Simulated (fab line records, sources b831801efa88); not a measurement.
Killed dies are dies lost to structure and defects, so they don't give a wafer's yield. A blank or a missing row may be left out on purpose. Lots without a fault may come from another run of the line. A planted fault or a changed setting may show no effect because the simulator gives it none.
Problem report in the 8D (eight disciplines) form, filled by code | flow gf180mcu | the parts of the form that need people (team, actions taken, sign-off) are left out

1. THE PROBLEM
NSD_RS at GF_PSD_RS_MEAS_14 reads a mean of 41.90 ohm/sq on 6 wafers of 2 lots; wafers without a fault read 46.15 ohm/sq with a standard deviation of 0.11. That is -39 standard deviations from the usual mean.
The step: measures by four-point-probe.
First seen on wafer L766.1, day 17 17:33, on film_metro-03. The record holds 36 wafers of 12 lots with a number at this step. Rule for "out", or "out of limits": more than 4 standard deviations from the usual mean. The other wafers with a number count as sound.

2. WHAT IT IS AND WHAT IT IS NOT
question                    | is                           | is not
which readings at this step | NSD_RS                       | -
which lots                  | L766, L768                   | L757, L758, L763, L765, L767, L776, L777, L778, L779, L780
which wafers of those lots  | all that have a number       | -
read on which gauges        | film_metro-03, film_metro-04 | film_metro-02
when                        | from day 17 17:33            | up to then (12 sound wafers); but 18 sound wafers of L767, L776, L777, L778, L779, L780 came after

3. SUSPECTS, AND WHAT RULES EACH OUT
Counting: a tool at a process step up to the reading stays a suspect if it ran every lot that is out and no sound lot after the first of them.
- the gauge at GF_PSD_RS_MEAS_14: ruled out. The wafers that are out were read on 2 gauges (film_metro-03, film_metro-04).
- rtp_anneal-02 at GF_PSD_RTA_13 (time 20 s): ruled out as a lasting fault. Sound lots L776, L777, L778, L780 ran on it after its first lot that is out, L766 (day 17 17:28).
Left after counting: nothing in the record.

4. THE CAUSE (what the simulator had put in)
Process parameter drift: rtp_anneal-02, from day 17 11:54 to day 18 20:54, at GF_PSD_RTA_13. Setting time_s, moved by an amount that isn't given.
Counting ruled it out, wrongly: the rule takes a fault to strike every lot that its tool runs from its start on, and this one did not.

5. THE CHAIN OF EFFECTS, in route order
Each row: a reading whose mean over the struck wafers that have a number lies more than 3 standard deviations from the usual. Only readings for which the record gives a usual standard deviation are gone through. hours: the time from each lot's start at the first step in this table that gives one to its start at this step, as a median over the lots. sigmas: the change in usual standard deviations.
hours | step              | reading      | usual         | on struck wafers | change | sigmas
0     | GF_PSD_RTA_13     | run_length_s | 48.6 s        | 72.5             | +23.9  | +52
0     | GF_PSD_RS_MEAS_14 | NSD_RS       | 46.15 ohm/sq  | 41.90            | -4.25  | -39
4     | GF_PSD_RS_MEAS_15 | PSD_RS       | 108.59 ohm/sq | 100.83           | -7.76  | -28
The process steps in it:
- GF_PSD_RTA_13: time 20 s.
Later measuring or inspecting steps at which every struck wafer that the step has a row for has a number for every such reading, and none has moved that far: GF_SAB_CD_MEAS_09.

6. WHAT WOULD HAVE CAUGHT IT SOONER
In this record the first reading out of limits at a measuring or inspecting step was taken at day 17 17:33, 6 hours after the fault began at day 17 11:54.
The tool's own readings at GF_PSD_RTA_13 were out on every struck wafer that the step has a row for (run_length_s): an alarm limit on them would have fired on the first of those.
